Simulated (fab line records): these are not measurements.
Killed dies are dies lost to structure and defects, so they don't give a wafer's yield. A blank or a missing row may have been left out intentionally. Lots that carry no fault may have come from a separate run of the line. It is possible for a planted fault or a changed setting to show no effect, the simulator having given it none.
Struck lot and sound lot, side by side	flow sfq line	15 out of 325 route steps
Sound: these wafers, L718.1, L718.2, L718.3. Struck: wafers L729.3, L729.4. (L729.1 of the same lot was not struck and is left out.) The cause comes at the end.
For every step that has rows: the tool of each side, followed by ch and its chambers, followed by its first start. Under that, the readings that differ: sound wafers	struck wafers	difference of the means	sigmas: that difference in standard deviations of wafers without a fault.
alike: words and numbers the same on both sides, and readings whose means are apart by under 2 such deviations; not compared: readings that were withheld, readings missing a value for some wafer, numbers with overlapping values and no deviation given by the record, and bounds like >300 which may hide the same value.
The two part at a step that has a row with sigmas, a row that says differs or no value, or rows on one side only. Numbers that have no deviation but don't overlap get no sigmas and don't part them. Lack of a reading on every wafer of one side parts them only where that side has two or more wafers.

first, 1 step without rows for these wafers: SFQ_TRILAYER_M4_STRIP_SOLV_CLEAN_098 (cleans in NMP, time 600 s).
SFQ_TRILAYER_I4_DEP_PECVD_099: deposits SiO2 from SiH4/N2O, time 111.11 s, target thk 500 nm.
  sound on pecvd-03 ch 0,1,2, day 36 19:19; struck on pecvd-04 ch 0,1, day 48 02:14
  alike: heater power w, throttle valve pct
SFQ_TRILAYER_I4_CMP_CMP_100: polishes SiO2.
  sound on cmp-02 ch 0,2,3, day 36 20:44; struck on cmp-01 ch 1,2, day 48 03:02
  alike: head pressure psi, motor current A, time to endpoint s
SFQ_I4_BOW_MEAS_927:
  sound: film metro-03 at day 36 23:44; struck: film metro-02 at day 48 06:02
  alike: I4_BOW
SFQ_TRILAYER_I4_METRO_MEASURE_101:
  sound: film metro-03 at day 36 23:52; struck: film metro-02 at day 48 06:09
  alike: thk nm
then, 6 steps without rows for these wafers: SFQ_TRILAYER_I4_VIA_LITHO_COAT_108 (resist thk 62 nm); SFQ_TRILAYER_I4_VIA_LITHO_COAT_103 (resist thk 650 nm); SFQ_TRILAYER_I4_VIA_LITHO_SOFTBAKE_107; SFQ_TRILAYER_I4_VIA_LITHO_EXPOSE_104 (exposes mask I4, target cd 700 nm); SFQ_TRILAYER_I4_VIA_LITHO_PEB_106 (peb time 60 s); SFQ_TRILAYER_I4_VIA_LITHO_DEVELOP_105 (time 60 s).
-- the record jumps here: 6 days lie between the struck wafers' starts before and after --
SFQ_I4_OVL_MEAS_928:
  sound: overlay-01 at day 42 22:38; struck: overlay-02 at day 53 20:42
  alike: I4_OVL
SFQ_TRILAYER_I4_VIA_BARC_OPEN_VIA_ETCH_146: etches BARC in O2, target depth 125 nm, time 41.7 s.
  sound on rie diel-01 ch 0,1,2, day 42 22:40; struck on rie diel-01 ch 2,3, day 53 20:44
reading	sound	struck	difference	sigmas
model.KrF_of_TRILAYER_I4_VIA_LITHO_COAT_103.thk nm (nm)	572.5 569.8 571.8	578.2 580.8	+8.1	
  alike: bias w, drypump motor current A, oes product au
  not compared: rf hours counter h
SFQ_TRILAYER_I4_VIA_ETCH_VIA_ETCH_106: etches SiO2 in CHF3, stops on Nb, target depth 260 nm.
  sound on rie diel-01 ch 0,1,2, day 42 22:43; struck on rie diel-01 ch 2,3, day 53 20:47
reading	sound	struck	difference	sigmas
model.KrF_of_TRILAYER_I4_VIA_LITHO_COAT_103.thk nm (nm)	528 524.4 528	534 535.8	+8	
  alike: bias w, drypump motor current A, oes product au
SFQ_TRILAYER_I4_VIA_STRIP_STRIP_107: strips in O2.
  sound on rie metal-04 ch 0,1, day 42 22:49; struck on rie metal-04 ch 0,1, day 53 20:53
  alike: drypump motor current A, oes product au
  not compared: rf hours counter h

WHERE THEY PART
Nowhere in this record.

WHY: the cause the simulator had injected
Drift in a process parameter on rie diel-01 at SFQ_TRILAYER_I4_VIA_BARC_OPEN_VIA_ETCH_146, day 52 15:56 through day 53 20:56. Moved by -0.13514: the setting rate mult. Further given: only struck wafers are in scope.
